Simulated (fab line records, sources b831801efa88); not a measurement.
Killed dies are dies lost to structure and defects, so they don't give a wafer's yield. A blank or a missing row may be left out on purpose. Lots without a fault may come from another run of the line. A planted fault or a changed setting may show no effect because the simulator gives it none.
Which tool did it? | flow gf180mcu | 12 lots, 36 wafers sampled, at 6 steps of a route of 602

WHAT THE GAUGES READ, wafer by wafer
GF_CONTACT_RS_MEAS_25: measures by four-point-probe. Usual: CONTACT_W_RS 0.381 ohm/sq, standard deviation 0.0092.
lot  | measured     | on            | CONTACT_W_RS (ohm/sq) | flag
L938 | day 16 13:11 | film_metro-04 | 0.386 0.392 0.388     |
L939 | day 17 09:07 | film_metro-04 | 0.383 0.382 0.386     |
L940 | day 17 16:52 | film_metro-02 | 0.380 0.380 0.382     |
L942 | day 18 07:58 | film_metro-02 | 0.383 0.392 0.385     |
L943 | day 18 10:43 | film_metro-03 | 0.393 0.388 0.366     |
L944 | day 19 07:50 | film_metro-04 | 0.384 0.365 0.381     |
L946 | day 19 18:34 | film_metro-04 | 0.381 0.387 0.380     |
L950 | day 21 21:17 | film_metro-02 | 0.368 0.390 0.392     |
L951 | day 22 00:50 | film_metro-03 | 0.395 0.395 0.366     |
L952 | day 22 05:58 | film_metro-02 | 0.378 0.388 0.381     |
L958 | day 23 22:06 | film_metro-03 | 0.365 0.387 0.367     |
L959 | day 24 07:20 | film_metro-02 | 0.391 0.370 0.369     |

GF_V1_THK_MEAS_03. Usual: V1_CVD_02_THK 853 nm, standard deviation 9.8.
lot  | measured     | on            | V1_CVD_02_THK (nm) | flag
L938 | day 17 14:13 | film_metro-02 | 849 852 848        |
L939 | day 18 10:28 | film_metro-02 | 845 842 862        |
L940 | day 18 17:50 | film_metro-01 | 851 840 853        |
L942 | day 19 10:14 | film_metro-02 | 845 859 856        |
L943 | day 19 12:50 | film_metro-02 | 839 853 852        |
L944 | day 20 09:53 | film_metro-02 | 844 853 846        |
L946 | day 20 19:49 | film_metro-01 | 856 852 865        |
L950 | day 22 22:23 | film_metro-03 | 857 811 873        |
L951 | day 23 01:49 | film_metro-02 | 867 870 829        |
L952 | day 23 06:47 | film_metro-02 | 840 847 849        |
L958 | day 24 21:57 | film_metro-03 | 859 856 860        |
L959 | day 25 07:32 | film_metro-03 | 855 851 856        |

GF_V1_CD_MEAS_14: target cd 260 nm. Usual: cd_nm 259.7 nm, standard deviation 1.1.
lot  | measured     | on        | cd_nm (nm)        | flag
L938 | day 18 13:46 | cd_sem-01 | 260.4 260.4 259.4 |
L939 | day 19 10:52 | cd_sem-02 | 259.4 259.0 258.9 |
L940 | day 19 18:27 | cd_sem-01 | 257.6 258.0 258.0 |
L942 | day 20 11:03 | cd_sem-02 | 260.6 259.6 259.8 |
L943 | day 20 13:27 | cd_sem-02 | 260.0 260.6 260.5 |
L944 | day 21 10:01 | cd_sem-02 | 260.3 260.6 260.3 |
L946 | day 21 19:34 | cd_sem-01 | 257.0 258.0 258.9 |
L950 | day 23 21:32 | cd_sem-02 | 259.6 259.3 258.9 |
L951 | day 24 00:28 | cd_sem-02 | 260.9 261.0 262.1 |
L952 | day 24 05:35 | cd_sem-02 | 260.7 259.1 258.0 |
L958 | day 25 20:12 | cd_sem-02 | 260.8 260.8 260.6 |
L959 | day 26 05:05 | cd_sem-02 | 258.1 257.9 258.0 |

WHICH TOOL RAN EACH LOT (tool, then ch and the chambers of the sampled wafers, then the start)
lot  | GF_CONTACT_SPUTTER_23        | GF_V1_CVD_02                    | GF_V1_CMP_04
L938 | pvd_sputter-04, day 16 13:02 | pecvd-02 ch 0,1, day 17 14:09   | cmp-02 ch 0,1, day 17 14:17
L939 | pvd_sputter-01, day 17 08:52 | pecvd-02 ch 0,1,2, day 18 10:25 | cmp-01 ch 0,3, day 18 10:35
L940 | pvd_sputter-04, day 17 16:36 | pecvd-02 ch 0, day 18 17:39     | cmp-01 ch 1,2,3, day 18 17:56
L942 | pvd_sputter-04, day 18 07:47 | pecvd-03 ch 0,1,2, day 19 10:09 | cmp-01 ch 1,2,3, day 19 10:23
L943 | pvd_sputter-02, day 18 10:34 | pecvd-02 ch 0,2, day 19 12:44   | cmp-01 ch 0,1,2, day 19 12:53
L944 | pvd_sputter-04, day 19 07:40 | pecvd-01 ch 0,2, day 20 09:47   | cmp-01 ch 0,1,2, day 20 10:01
L946 | pvd_sputter-02, day 19 18:25 | pecvd-02 ch 0,2, day 20 19:44   | cmp-02 ch 1,2,3, day 20 19:52
L950 | pvd_sputter-01, day 21 21:08 | pecvd-02 ch 0,1, day 22 22:19   | cmp-01 ch 0,3, day 22 22:27
L951 | pvd_sputter-01, day 22 00:42 | pecvd-02 ch 0,1, day 23 01:45   | cmp-01 ch 1,2,3, day 23 01:53
L952 | pvd_sputter-04, day 22 05:48 | pecvd-03 ch 0,1,2, day 23 06:42 | cmp-01 ch 1,2,3, day 23 06:50
L958 | pvd_sputter-04, day 23 21:58 | pecvd-03 ch 0,2, day 24 21:53   | cmp-01 ch 2,3, day 24 22:11
L959 | pvd_sputter-01, day 24 07:12 | pecvd-03 ch 0,1,2, day 25 07:28 | cmp-01 ch 2,3, day 25 07:35
- GF_CONTACT_SPUTTER_23: material TiN, target thk 10 nm, time 40 s.
- GF_V1_CVD_02: deposits SiO2 from TEOS, target thk 850 nm, time 94.851 s.
- GF_V1_CMP_04: polishes SiO2.

WHAT THE TOOLS THEMSELVES READ (means of the sampled wafers that have a number; where no wafer has one, the mark that the record gives instead)
GF_CONTACT_SPUTTER_23. Usual: throttle_valve_pct 30.1 %, standard deviation 0.86.
lot  | tool           | throttle_valve_pct (%) | flag
L938 | pvd_sputter-04 | 30.2                   |
L939 | pvd_sputter-01 | 30.5                   |
L940 | pvd_sputter-04 | 29.7                   |
L942 | pvd_sputter-04 | 29.7                   |
L943 | pvd_sputter-02 | 30.2                   |
L944 | pvd_sputter-04 | 29.2                   |
L946 | pvd_sputter-02 | 30.5                   |
L950 | pvd_sputter-01 | 31.1                   |
L951 | pvd_sputter-01 | 30.9                   |
L952 | pvd_sputter-04 | 29.2                   |
L958 | pvd_sputter-04 | 29.7                   |
L959 | pvd_sputter-01 | 30.6                   |

GF_V1_CVD_02. Usual: heater_power_outer_w 389 W, standard deviation 78; heater_power_w 649 W, standard deviation 100; rf_fwd_power_W 596.2 W, standard deviation 1.9.
lot  | tool     | heater_power_outer_w (W) | heater_power_w (W) | rf_fwd_power_W (W) | flag
L938 | pecvd-02 | 410                      | 667                | 596.5              |
L939 | pecvd-02 | 386                      | 652                | 597.5              |
L940 | pecvd-02 | 472                      | 744                | 595.5              |
L942 | pecvd-03 | 351                      | 595                | 596.5              |
L943 | pecvd-02 | 359                      | 602                | 597.1              |
L944 | pecvd-01 | 399                      | 690                | 598.0              |
L946 | pecvd-02 | 449                      | 714                | 596.5              |
L950 | pecvd-02 | 491                      | 776                | 563.6              | OFF
L951 | pecvd-02 | 502                      | 792                | 562.1              | OFF
L952 | pecvd-03 | 408                      | 683                | 595.8              |
L958 | pecvd-03 | 326                      | 574                | 597.2              |
L959 | pecvd-03 | 370                      | 631                | 596.1              |

GF_V1_CMP_04. Usual: motor_current_A 12.0 A, standard deviation 1.2; time_to_endpoint_s 83 s, standard deviation 5.1.
lot  | tool   | motor_current_A (A) | time_to_endpoint_s (s) | flag
L938 | cmp-02 | 13.1                | 83                     |
L939 | cmp-01 | 11.6                | 79                     |
L940 | cmp-01 | 11.0                | 78                     |
L942 | cmp-01 | 11.1                | 79                     |
L943 | cmp-01 | 12.0                | 79                     |
L944 | cmp-01 | 12.2                | 81                     |
L946 | cmp-02 | 13.0                | 89                     |
L950 | cmp-01 | 11.9                | 82                     |
L951 | cmp-01 | 11.1                | 81                     |
L952 | cmp-01 | 11.2                | 79                     |
L958 | cmp-01 | 11.8                | 82                     |
L959 | cmp-01 | 11.2                | 87                     |

THE ANSWER, worked out from the rows above alone
Rule: a lot is off if the mean of its wafers that have a number lies more than 3 standard deviations from the usual mean. A lot without any number at a reading at which 4 lots or more have one is off too. The other lots that the step has rows for count as sound. The gauges are gone through in route order, then the tools' own readings, and for those a lot's mean is taken as printed above. The first step at which some lot is off is used, and at that step the reading that is off furthest; a lot without a number counts as furthest.
Off: L950, L951, at GF_V1_CVD_02 (rf_fwd_power_W).
A tool fits if, at that step or a process step before it, it ran every lot that is off, and no sound lot after the first of them. One fits: pecvd-02 at GF_V1_CVD_02. Its last sound lot is L946 (day 20 19:44), its first lot that is off L950 (day 22 22:19): a fault that began between those two fits.
The tool's own readings at GF_V1_CVD_02 bear it out: on the lots that are off they differ by more than 5 times the standard deviation of the sound lots' means. rf_fwd_power_W reads 562.9 W there against 596.7 W on the sound lots.

WHAT THE SIMULATOR HAD PUT IN
Process parameter drift: pecvd-02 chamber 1, from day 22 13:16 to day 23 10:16, at GF_V1_CVD_02. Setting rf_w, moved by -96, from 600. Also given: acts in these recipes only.
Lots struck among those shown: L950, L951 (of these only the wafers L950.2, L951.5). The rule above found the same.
